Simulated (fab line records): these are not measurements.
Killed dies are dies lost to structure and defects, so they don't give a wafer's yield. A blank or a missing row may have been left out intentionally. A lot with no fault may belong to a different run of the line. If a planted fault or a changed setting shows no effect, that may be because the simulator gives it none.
A struck lot beside a sound one | flow gf180mcu | 14 out of 602 route steps
Sound: wafers L764.2, L764.3, L764.5. Wafers struck: L775.1, L775.2, L775.5. Last of all comes the cause.
Each step with rows lists, per side, the tool, then ch with its chambers, then its first start. Under that, the readings that differ: sound wafers | struck wafers | difference of the means | sigmas: that difference in standard deviations of wafers without a fault.
alike: words and numbers the same on both sides, and readings whose means are apart by under 2 such deviations; not compared: readings that were withheld, readings missing a value for some wafer, numbers with overlapping values and no deviation given by the record, and bounds like >300 which may hide the same value.
A row with sigmas, a row that says differs or no value, or rows on one side alone: a step with any of these is where the two part. Numbers that don't overlap but have no deviation are shown without sigmas and don't part them. A reading missing from all wafers of one side parts the sides only when that side holds two or more wafers.

first, 8 steps without rows for these wafers: GF_V4_DEHYDRATE_06 (time 60 s); GF_V4_HMDS_07 (prime time 60 s); GF_V4_COAT_08; GF_V4_COAT_09 (resist thk 1000 nm); GF_V4_SOFTBAKE_10 (time 60 s); GF_V4_EXPOSE_11 (exposes mask Via4, target cd 260 nm); GF_V4_PEB_12 (peb time 90 s); GF_V4_DEVELOP_13 (develop time 60 s).
GF_V4_CD_MEAS_14: target cd 260 nm.
  sound on cdSem-01, day 26 07:01; struck on cdSem-01, day 29 09:28
  alike: cdNm
GF_V4_OVL_MEAS_15:
  sound on overlay-01, day 26 07:07; struck on overlay-02, day 29 09:35
  alike: V4_OVL
GF_V4_ETCH_16: etches BARC in N2/H2.
  sound on rieDiel-02 ch 0,2,3, day 26 07:09; struck on rieDiel-01 ch 0,1,2, day 29 09:37
  alike: drypumpMotorCurrentA, oesProductAu, throttleValvePct
GF_V4_ETCH_17: etches SiO2 in C4F8/O2/Ar, stops on TiN, target depth 630 nm.
  sound on rieDiel-02 ch 0,2,3; struck on rieDiel-01 ch 0,1,2
  alike: oesProductAu
GF_V4_STRIP_18: strips in O2/N2.
  sound on plasmaAsher-02 ch 0,1, day 26 07:16; struck on plasmaAsher-03 ch 0,1, day 29 09:45
  no value came back on the struck wafers for any of 5 readings (chamberPressureMTorr (mTorr), drypumpMotorCurrentA (A) and others); on the sound wafers chamberPressureMTorr (mTorr) reads 1500.8 1499.9 1501.8
  not compared: rfHoursCounterH
then, 1 step without rows for these wafers: GF_V4_STRIP_19 (strips in post etch residue remover, time 1200 s).

WHERE THEY PART
Only at GF_V4_STRIP_18, as far as this record shows.

WHY: whatever the simulator had introduced
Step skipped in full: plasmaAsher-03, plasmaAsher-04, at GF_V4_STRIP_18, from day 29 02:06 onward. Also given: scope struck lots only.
